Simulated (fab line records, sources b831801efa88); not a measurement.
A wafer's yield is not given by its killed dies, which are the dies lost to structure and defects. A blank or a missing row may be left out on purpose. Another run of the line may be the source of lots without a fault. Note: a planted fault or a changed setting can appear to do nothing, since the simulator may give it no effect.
fab line records | flow sky130
record: lots: 13 | wafers: 38 | lastDay: 50
route steps=708 shown VIA3@585 METAL4@601 PAD_OPEN@708
lots that met no fault: from a run of the same line without faults
startH: hours from the record's opening day to when the first of the lot's shown wafers began | waitH: hours since the lot's step before | " repeats the value in the row above | L1.1+2: several wafers, shown together as one row | - no value, or no start was given | * or withheld: withheld | < > ~ a bound
route shown NAME@n: NAME is a module with steps in the file, n the number in the route of the first one | usual: mean/standard deviation of fault-free wafers | same: alike in all rows | chamber/n: place in a boat | sites: the reading at each site | _std_site: their standard deviation | _edge_site: outer sites' mean less inner sites' | radiusMm: how far each site lies from the wafer's centre | mask NAME#n: copy n | behind: the last tool/chamber to shape the wafer | hold: why the lot was held/for how many hours/how that ended | device: the transistor (n, p or np) that didn't switch | end of line: the route-end tests of the same wafers | step lacking rows: just its recipe | killed: count of dies lost to structure and defects at first sort (not the wafer's yield) | map: the dies of a wafer, with x for killed, . for not killed, _ for no die there
set.NAME: the setting that was run; set.NAME@STEP: the one run at that earlier step | model.NAME: the simulator's own value behind a step, which no gauge read
steps of the route over a sample of lots; a table a step, a row a wafer
services: a tool's chamber out of use, with start hour (startH, from the record's first day; less than 0 if before it), hours out, and reason
== steps ==
step: SKY_VIA3_CD_MEAS_12
recipe: targetCdNm: 200
usual: cdNm: 199.8/1.4
lot.wafer | tool     | chamber | startH  | waitH | cdNm
L611.3    | cdSem-02 | -       | 944.43  | -     | 200.4
L611.4    | "        | -       | "       | "     | 199.9
L611.5    | "        | -       | "       | "     | 199.7
L613.1    | cdSem-02 | -       | 965.44  | -     | 200.1
L613.3    | "        | -       | "       | "     | 199.8
L613.5    | "        | -       | "       | "     | 200.6
L614.3    | cdSem-02 | -       | 981.78  | -     | 201.8
L614.4    | "        | -       | "       | "     | 201.4
L614.6    | "        | -       | "       | "     | 200.7
L615.1    | cdSem-02 | -       | 982.85  | -     | 201.5
L615.3    | "        | -       | "       | "     | 201.5
L615.5    | "        | -       | "       | "     | 201.9
L616.1    | cdSem-01 | -       | 985.39  | -     | 197.9
L616.2    | "        | -       | "       | "     | 199.3
L616.6    | "        | -       | "       | "     | 198.6
L620.1    | cdSem-02 | -       | 1003.39 | -     | 201.1
L620.2    | "        | -       | "       | "     | 199.7
L620.3    | "        | -       | "       | "     | 198.9
L622.2    | cdSem-01 | -       | 1010.97 | -     | 199.3
L622.3    | "        | -       | "       | "     | 201.1
L622.6    | "        | -       | "       | "     | 199.4
L623.1    | cdSem-01 | -       | 1022.24 | -     | 199.2
L623.5    | "        | -       | "       | "     | 200.5
L623.6    | "        | -       | "       | "     | 198.5
L625.1    | cdSem-02 | -       | 1029.99 | -     | 198.6
L625.3    | "        | -       | "       | "     | 197.1
L625.6    | "        | -       | "       | "     | 198.4
L627.4    | cdSem-01 | -       | 1043.06 | -     | 199.7
L627.5    | "        | -       | "       | "     | 201.7
L629.2    | cdSem-02 | -       | 1064.96 | -     | 199.3
L629.4    | "        | -       | "       | "     | 200.5
L629.5    | "        | -       | "       | "     | 199.3
L631.1    | cdSem-01 | -       | 1070.24 | -     | 199.5
L631.4    | "        | -       | "       | "     | 199.2
L631.6    | "        | -       | "       | "     | 198.6
L632.3    | cdSem-01 | -       | 1075.18 | -     | 200.9
L632.4    | "        | -       | "       | "     | 201.9
L632.5    | "        | -       | "       | "     | 202.1
step: SKY_VIA3_ETCH_15
recipe: target: SiO2 | chemistry: C4F8/O2/Ar | targetDepthNm: 507 | stopOn: TiN | maskMaterial: KrF-thick | sourceW: 1500 | biasW: 1200 | pressureMtorr: 40 | c4f8FlowSccm: withheld | O2_flow_sccm: 6 | Ar_flow_sccm: 300 | timeS: 78
usual: oesProductAu: 0.952/0.0049
lot.wafer | tool       | chamber | startH  | waitH | oesProductAu | rfHoursCounterH
L611.3    | rieDiel-02 | 3       | 944.59  | 0.0   | 0.943        | 3
L611.4    | "          | 0       | "       | "     | 0.958        | 8
L611.5    | "          | 1       | "       | "     | 0.957        | -
L613.1    | rieDiel-01 | 0       | 965.64  | 0.0   | 0.950        | 2
L613.3    | "          | 1       | "       | "     | 0.956        | 14
L613.5    | "          | 1       | "       | "     | 0.947        | -
L614.3    | rieDiel-02 | 2       | 981.94  | 0.0   | 0.958        | 18
L614.4    | "          | 0       | "       | "     | 0.952        | 9
L614.6    | "          | 0       | "       | "     | 0.958        | -
L615.1    | rieDiel-02 | 1       | 983.05  | 0.0   | 0.958        | 14
L615.3    | "          | 0       | "       | "     | 0.952        | 9
L615.5    | "          | 1       | "       | "     | 0.950        | -
L616.1    | rieDiel-04 | 1       | 985.59  | 0.0   | 0.949        | 20
L616.2    | "          | 3       | "       | "     | 0.953        | 2
L616.6    | "          | 3       | "       | "     | 0.944        | -
L620.1    | rieDiel-02 | 0       | 1003.59 | 0.0   | 0.953        | 10
L620.2    | "          | 2       | "       | "     | 0.953        | 18
L620.3    | "          | 3       | "       | "     | 0.958        | 5
L622.2    | rieDiel-04 | 3       | 1011.15 | 0.0   | 0.952        | 3
L622.3    | "          | 2       | "       | "     | 0.953        | 9
L622.6    | "          | 0       | "       | "     | 0.957        | -
L623.1    | rieDiel-01 | 0       | 1022.44 | 0.0   | 0.951        | 3
L623.5    | "          | 1       | "       | "     | 0.942        | -
L623.6    | "          | 0       | "       | "     | 0.951        | -
L625.1    | rieDiel-01 | 2       | 1030.19 | 0.0   | 0.953        | 11
L625.3    | "          | 1       | "       | "     | 0.952        | 16
L625.6    | "          | 3       | "       | "     | 0.947        | -
L627.4    | rieDiel-01 | 0       | 1043.20 | 0.0   | 0.946        | 4
L627.5    | "          | 2       | "       | "     | 0.946        | -
L629.2    | rieDiel-04 | 3       | 1065.14 | 0.0   | 0.957        | 5
L629.4    | "          | 1       | "       | "     | 0.940        | -
L629.5    | "          | 3       | "       | "     | 0.963        | -
L631.1    | rieDiel-01 | 0       | 1070.44 | 0.0   | 0.952        | 5
L631.4    | "          | 1       | "       | "     | 0.957        | 17
L631.6    | "          | 3       | "       | "     | 0.952        | -
L632.3    | rieDiel-02 | 2       | 1075.34 | 0.0   | 0.956        | 21
L632.4    | "          | 1       | "       | "     | 0.954        | 17
L632.5    | "          | 1       | "       | "     | 0.950        | -
step: SKY_VIA3_THK_MEAS_23
recipe: thkMeasGauge: xrf | reads: W_of_VIA3_CVD_21
usual: VIA3_W_THK: 387/5.8
lot.wafer | tool         | chamber | startH  | waitH | VIA3_W_THK[nm]
L611.3    | filmMetro-01 | -       | 945.60  | 0.1   | 387
L611.4    | "            | -       | "       | "     | 386
L611.5    | "            | -       | "       | "     | 382
L613.1    | filmMetro-01 | -       | 966.72  | 0.1   | 388
L613.3    | "            | -       | "       | "     | 392
L613.5    | "            | -       | "       | "     | 388
L614.3    | filmMetro-03 | -       | 982.96  | 0.1   | 390
L614.4    | "            | -       | "       | "     | 385
L614.6    | "            | -       | "       | "     | 389
L615.1    | filmMetro-03 | -       | 984.04  | 0.1   | 381
L615.3    | "            | -       | "       | "     | 372
L615.5    | "            | -       | "       | "     | 376
L616.1    | filmMetro-01 | -       | 986.55  | 0.1   | 385
L616.2    | "            | -       | "       | "     | 386
L616.6    | "            | -       | "       | "     | 386
L620.1    | filmMetro-02 | -       | 1004.55 | 0.1   | 387
L620.2    | "            | -       | "       | "     | 381
L620.3    | "            | -       | "       | "     | 383
L622.2    | filmMetro-03 | -       | 1012.11 | 0.1   | 378
L622.3    | "            | -       | "       | "     | 382
L622.6    | "            | -       | "       | "     | 377
L623.1    | filmMetro-01 | -       | 1023.43 | 0.1   | 383
L623.5    | "            | -       | "       | "     | 395
L623.6    | "            | -       | "       | "     | 388
L625.1    | filmMetro-01 | -       | 1031.16 | 0.1   | 383
L625.3    | "            | -       | "       | "     | 383
L625.6    | "            | -       | "       | "     | 388
L627.4    | filmMetro-01 | -       | 1044.18 | 0.1   | 391
L627.5    | "            | -       | "       | "     | 399
L629.2    | filmMetro-02 | -       | 1066.10 | 0.1   | 385
L629.4    | "            | -       | "       | "     | 382
L629.5    | "            | -       | "       | "     | 385
L631.1    | filmMetro-01 | -       | 1071.39 | 0.1   | 396
L631.4    | "            | -       | "       | "     | 397
L631.6    | "            | -       | "       | "     | 402
L632.3    | filmMetro-02 | -       | 1076.31 | 0.1   | 389
L632.4    | "            | -       | "       | "     | 379
L632.5    | "            | -       | "       | "     | 383
step: SKY_METAL4_SPUTTER_03
recipe: material: Ti | targetThkNm: 5 | powerW: 3000 | timeS: 3.3 | chamberPressurePa: 0.4
usual: chamberPressurePa: 0.3999/0.0014 | throttleValvePct: 29.7/0.68
lot.wafer | tool          | chamber | startH  | waitH | chamberPressurePa | throttleValvePct
L611.3    | pvdSputter-04 | -       | 946.03  | 0.0   | 0.4013            | 29.9
L611.4    | "             | -       | "       | "     | 0.3988            | 29.4
L611.5    | "             | -       | "       | "     | 0.4004            | 30.2
L613.1    | pvdSputter-04 | -       | 967.16  | 0.0   | 0.3987            | 30.1
L613.3    | "             | -       | "       | "     | 0.4002            | 30.3
L613.5    | "             | -       | "       | "     | 0.3507            | 31.5
L614.3    | pvdSputter-03 | -       | 983.39  | 0.0   | 0.3995            | 29.6
L614.4    | "             | -       | "       | "     | 0.3995            | 30.4
L614.6    | "             | -       | "       | "     | 0.3994            | 29.0
L615.1    | pvdSputter-04 | -       | 984.49  | 0.0   | 0.3517            | 31.7
L615.3    | "             | -       | "       | "     | 0.3996            | 30.8
L615.5    | "             | -       | "       | "     | 0.3509            | 31.8
L616.1    | pvdSputter-01 | -       | 987.00  | 0.0   | 0.3993            | 30.8
L616.2    | "             | -       | "       | "     | 0.4011            | 28.6
L616.6    | "             | -       | "       | "     | 0.3992            | 30.8
L620.1    | pvdSputter-01 | -       | 1005.00 | 0.0   | 0.3998            | 30.6
L620.2    | "             | -       | "       | "     | 0.4003            | 28.4
L620.3    | "             | -       | "       | "     | 0.3989            | 29.6
L622.2    | pvdSputter-01 | -       | 1012.55 | 0.0   | 0.4005            | 31.0
L622.3    | "             | -       | "       | "     | 0.3999            | 29.4
L622.6    | "             | -       | "       | "     | 0.3990            | 30.9
L623.1    | pvdSputter-01 | -       | 1023.88 | 0.0   | 0.4001            | 28.7
L623.5    | "             | -       | "       | "     | 0.3986            | 28.6
L623.6    | "             | -       | "       | "     | 0.3996            | 29.3
L625.1    | pvdSputter-01 | -       | 1031.61 | 0.0   | 0.4013            | 29.9
L625.3    | "             | -       | "       | "     | 0.4004            | 30.9
L625.6    | "             | -       | "       | "     | 0.4010            | 29.6
L627.4    | pvdSputter-04 | -       | 1044.60 | 0.0   | 0.3999            | 29.9
L627.5    | "             | -       | "       | "     | 0.4001            | 29.6
L629.2    | pvdSputter-04 | -       | 1066.54 | 0.0   | 0.4003            | 29.5
L629.4    | "             | -       | "       | "     | 0.4001            | 30.0
L629.5    | "             | -       | "       | "     | 0.4006            | 29.9
L631.1    | pvdSputter-01 | -       | 1071.84 | 0.0   | 0.4008            | 29.5
L631.4    | "             | -       | "       | "     | 0.3996            | 28.4
L631.6    | "             | -       | "       | "     | 0.3990            | 30.9
L632.3    | pvdSputter-04 | -       | 1076.75 | 0.0   | 0.4004            | 30.2
L632.4    | "             | -       | "       | "     | 0.4010            | 30.0
L632.5    | "             | -       | "       | "     | 0.4004            | 29.8
step: SKY_PAD_OPEN_PROBE_99
usual: defectLimitedYield: 82.3/2.1 | killed_at_M0_to_M3: 43/7.4 | killed_at_M4_up: 3.1/1.8 | killedAtContacts: 26/5.6 | killedAtFrontEnd: 15/4.9 | killedAtOther: 0.2/0.44 | killedDies: 87/10 | killedOpen: 48/7.6 | killedShort: 39/6.2 | sort_bin_3_pad_short: 0.9/0.43 | sort_bin_5_function: 10.5/1.5 | sort_bin_6_memory: 6.3/1.2 | sortNPass: 405/10 | sortYieldPct: 82.3/2.1
same: grossDies: 492 | killedAtBackSide: 0 | sort_bin_4_leakage[%]: 0 | sort_bin_8_speed[%]: 0
lot.wafer | tool      | chamber | startH  | waitH | defectLimitedYield[%] | killed_at_M0_to_M3 | killed_at_M4_up | killedAtContacts | killedAtFrontEnd | killedAtOther | killedDies | killedOpen | killedShort | sort_bin_3_pad_short[%] | sort_bin_5_function[%] | sort_bin_6_memory[%] | sortNPass | sortYieldPct[%]
L613.1    | prober-01 | -       | 1104.82 | 0.1   | 80.7                  | 54                 | 4               | 22               | 13               | 2             | 95         | 46         | 48          | 1.2                     | 9.6                    | 8.5                  | 397       | 80.7
L613.3    | prober-01 | -       | 1104.92 | 0.2   | 81.9                  | 37                 | 4               | 26               | 22               | 0             | 89         | 52         | 37          | 1.4                     | 10.8                   | 5.9                  | 403       | 81.9
L613.5    | prober-01 | -       | 1105.02 | 0.2   | 80.9                  | 57                 | 2               | 17               | 18               | 0             | 94         | 41         | 53          | 0.4                     | 12.6                   | 6.1                  | 398       | 80.9
L625.1    | prober-02 | -       | 1160.97 | 0.1   | 82.9                  | 44                 | 1               | 22               | 17               | 0             | 84         | 41         | 43          | 0.8                     | 11.4                   | 4.9                  | 408       | 82.9
L625.3    | prober-02 | -       | 1161.07 | 0.2   | 79.9                  | 48                 | 3               | 29               | 18               | 1             | 99         | 55         | 43          | 0.8                     | 12.2                   | 7.1                  | 393       | 79.9
L625.6    | prober-02 | -       | 1161.22 | 0.2   | 82.1                  | 38                 | 5               | 32               | 12               | 1             | 88         | 49         | 39          | 0.8                     | 10.6                   | 6.5                  | 404       | 82.1
L627.4    | prober-02 | -       | 1169.31 | 0.2   | 81.7                  | 47                 | 1               | 28               | 14               | 0             | 90         | 54         | 36          | 0.8                     | 11.6                   | 5.9                  | 402       | 81.7
L627.5    | prober-02 | -       | 1169.36 | 0.2   | 83.7                  | 42                 | 2               | 23               | 13               | 0             | 80         | 42         | 38          | 0.4                     | 9.8                    | 6.1                  | 412       | 83.7
killed by level:class
L613.1 VIA1:geometricParticle:open=10 CONTACT:geometricParticle:open=9 METAL2:geometricParticle:short=8 VIA2:geometricParticle:short=6 LI_CONTACT:geometricParticle:open=5 VIA2:geometricParticle:open=5 METAL1:geometricParticle:short=5 VIA3:geometricParticle:short=5
L613.3 CONTACT:geometricParticle:open=15 VIA1:geometricParticle:open=9 FIELD_ISO:geometricParticle:short=8 FIELD_ISO:geometricParticle:open=6 VIA3:geometricParticle:open=6 VIA2:geometricParticle:open=5 METAL2:geometricParticle:short=5 LI_CONTACT:geometricParticle:open=4
L613.5 VIA1:geometricParticle:open=13 VIA1:geometricParticle:short=9 CONTACT:geometricParticle:open=8 METAL3:geometricParticle:short=7 CONTACT:geometricParticle:short=6 METAL1:geometricParticle:short=6 POLY_GATE:geometricParticle:short=5 VIA3:geometricParticle:open=5
L625.1 VIA1:geometricParticle:open=14 LI_CONTACT:geometricParticle:open=8 METAL2:geometricParticle:short=8 CONTACT:geometricParticle:short=6 METAL1:geometricParticle:short=5 FIELD_ISO:geometricParticle:short=4 POLY_GATE:geometricParticle:open=4 POLY_GATE:geometricParticle:short=4
L625.3 VIA1:geometricParticle:open=18 CONTACT:geometricParticle:open=11 CONTACT:geometricParticle:short=6 VIA1:geometricParticle:short=6 FIELD_ISO:geometricParticle:short=5 LI_CONTACT:geometricParticle:open=5 LOCAL_INTERCONNECT:geometricParticle:short=5 METAL1:geometricParticle:short=5
L625.6 VIA1:geometricParticle:open=15 CONTACT:geometricParticle:open=13 CONTACT:geometricParticle:short=11 LI_CONTACT:geometricParticle:open=5 VIA1:geometricParticle:short=5 FIELD_ISO:geometricParticle:open=4 METAL4:geometricParticle:short=4 POLY_GATE:geometricParticle:open=3
L627.4 VIA1:geometricParticle:open=12 CONTACT:geometricParticle:open=10 VIA2:geometricParticle:open=10 LOCAL_INTERCONNECT:geometricParticle:short=7 METAL2:geometricParticle:short=6 FIELD_ISO:geometricParticle:open=4 LI_CONTACT:geometricParticle:open=4 CONTACT:geometricParticle:short=4
L627.5 VIA1:geometricParticle:open=8 VIA2:geometricParticle:open=8 CONTACT:geometricParticle:open=7 VIA3:geometricParticle:open=6 CONTACT:geometricParticle:short=5 VIA1:geometricParticle:short=5 LI_CONTACT:geometricParticle:open=4 LOCAL_INTERCONNECT:geometricParticle:short=4
== services ==
tool          | chamber | startH  | hours | kind
pvdSputter-01 | -       | 928.45  | 2.9   | repair
rieDiel-01    | 3       | 932.80  | 6.5   | repair
pvdSputter-01 | -       | 935.12  | 4.5   | repair
rieDiel-02    | -       | 945.87  | 1.1   | repair
rieDiel-01    | 2       | 952.34  | 8.8   | repair
rieDiel-02    | -       | 955.39  | 14.6  | pm
pvdSputter-03 | -       | 966.55  | 3.4   | repair
rieDiel-04    | 0       | 977.37  | -     | clean
rieDiel-04    | 0       | 977.37  | 21.6  | scheduledDown
rieDiel-04    | 0       | 977.37  | 21.6  | ventCycle
rieDiel-01    | 1       | 983.92  | 4.2   | repair
rieDiel-02    | 1       | 1001.27 | 4.6   | repair
rieDiel-01    | -       | 1001.54 | 0.6   | repair
rieDiel-01    | 0       | 1012.29 | 3.8   | repair
pvdSputter-04 | -       | 1020.83 | 1.3   | repair
rieDiel-04    | 2       | 1037.67 | 2.8   | repair
rieDiel-02    | 2       | 1054.59 | 3.9   | repair
rieDiel-04    | 2       | 1063.72 | 3.4   | repair
rieDiel-04    | 3       | 1071.97 | 25.6  | repair
== key ==
firstSign: step: SKY_METAL4_SPUTTER_03 | reading: chamberPressurePa | direction: down | sigmas: 34 | usual: 0.3999 | struck: 0.3511
effect: step: SKY_METAL4_SPUTTER_03 | reading: throttleValvePct | direction: up | sigmas: 2.8 | usual: 29.7 | struck: 31.7
metAt SKY_METAL4_SPUTTER_03
struckLots L613,L615
struckWafers L613.5,L615.1,L615.5
notActingAt SKY_VIA3_CD_MEAS_12,SKY_VIA3_ETCH_15,SKY_VIA3_THK_MEAS_23
onsetBetween 946.03 967.16
fault: kind: processParameterDrift | tool: pvdSputter-04 | chamber: - | onsetH: 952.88 | steps: SKY_METAL4_SPUTTER_03 | channel: chamberPressurePa | offset: -0.048922 | shape: step | endH: 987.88 | actsIn: theseRecipesOnly | stated: 0.4 | scope: struckWafersOnly
